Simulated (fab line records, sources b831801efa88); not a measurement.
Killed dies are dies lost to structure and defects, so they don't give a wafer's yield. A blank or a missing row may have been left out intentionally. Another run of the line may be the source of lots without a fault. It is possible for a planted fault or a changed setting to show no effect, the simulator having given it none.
Problem report, 8D (eight disciplines) form, completed by code	flow sky130	the parts of the form that need people (team, actions taken, sign-off) are left out

1. WHAT IS WRONG
Wafers without a fault read 0.9 %, standard deviation 0.4; sort_bin_3_pad_short at SKY_PAD_OPEN_PROBE_99 reads a mean of 4.6 % on 5 wafers belonging to 2 lots. That is +9.2 standard deviations from the usual mean.
First observed at day 50 16:15: wafer L937.4, on prober-01. Wafers with a number at this step in the record: 5, from 2 lots. Rule for "out", or "out of limits": more than 4 standard deviations from the usual mean. The rest of the wafers with a number are treated as sound.

2. WHAT IT IS AND WHAT IT IS NOT
question	is	is not
which readings at this step	sort_bin_3_pad_short, defect_limited_yield, killed_at_M0_to_M3, killed_dies, sort_n_pass, sort_yield_pct	killed_at_M4_up, killed_at_contacts, killed_at_other, killed_open, sort_bin_6_memory
which lots	L937, L938	-
which wafers of those lots	all that have a number	-
read on which tools	prober-01, prober-02	-
when	from day 50 16:15	up to then (0 sound wafers)

3. THE SUSPECTS, EACH WITH WHAT RULES IT OUT
Counting: any tool at a process step up to the reading is kept as a suspect provided that every lot that is out went through it and no sound lot did after the first of them.
- wet_bench-03 at SKY_VIA3_CLEAN_18 (cleans in IPA, time 180 s): kept. It ran every lot that is out, first L937 (day 45 16:04), and no sound lot after that.
- pvd_sputter-04 at SKY_METAL5_SPUTTER_01 (material TiN, target thk 20 nm, time 16.7 s): kept. It ran every lot that is out, first L937 (day 48 09:01), and no sound lot after that.
Remaining after the count are wet_bench-03 at SKY_VIA3_CLEAN_18 and pvd_sputter-04 at SKY_METAL5_SPUTTER_01.

4. THE CAUSE (what the simulator had put in)
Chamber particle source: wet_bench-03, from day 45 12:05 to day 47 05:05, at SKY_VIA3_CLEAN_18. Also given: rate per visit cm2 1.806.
Of the 2 suspects that counting leaves, this tool is one.

5. THE CHAIN OF EFFECTS, in route order
Each row: a reading whose mean over the struck wafers that have a number lies more than 3 standard deviations from the usual. Only readings for which the record gives a usual standard deviation are gone through. hours: the time from each lot's start at the first step in this table that gives one to its start at this step, as a median over the lots. sigmas: the change in usual standard deviations.
hours	step	reading	usual	on struck wafers	change	sigmas
0	SKY_PAD_OPEN_PROBE_99	defect_limited_yield	82.5 %	73.0	-9.5	-5.0
0	SKY_PAD_OPEN_PROBE_99	killed_at_M0_to_M3	43	95	+52	+6.8
0	SKY_PAD_OPEN_PROBE_99	killed_dies	86	133	+47	+5.0
0	SKY_PAD_OPEN_PROBE_99	sort_bin_3_pad_short	0.9 %	4.6	+3.7	+9.2
0	SKY_PAD_OPEN_PROBE_99	sort_bin_5_function	10.3 %	15.2	+4.9	+3.1
0	SKY_PAD_OPEN_PROBE_99	sort_n_pass	406	359	-47	-5.0
0	SKY_PAD_OPEN_PROBE_99	sort_yield_pct	82.5 %	73.0	-9.5	-5.0
Process steps it contains:
- SKY_PAD_OPEN_PROBE_99

6. HOW IT WOULD HAVE BEEN CAUGHT EARLIER
In this record no reading fell out of limits until day 50 16:15, 124 hours after the fault had begun at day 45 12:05.
Of the tool readings at SKY_VIA3_CLEAN_18 for which the record gives a usual standard deviation, none was out on any struck wafer, so an alarm limit of 4 standard deviations on them would not have fired.
Each of the lots that are out, 2 in all, had begun SKY_VIA3_CLEAN_18 on wet_bench-03 no later than day 50 16:15. A hold on the tool at that time would have spared none of them.
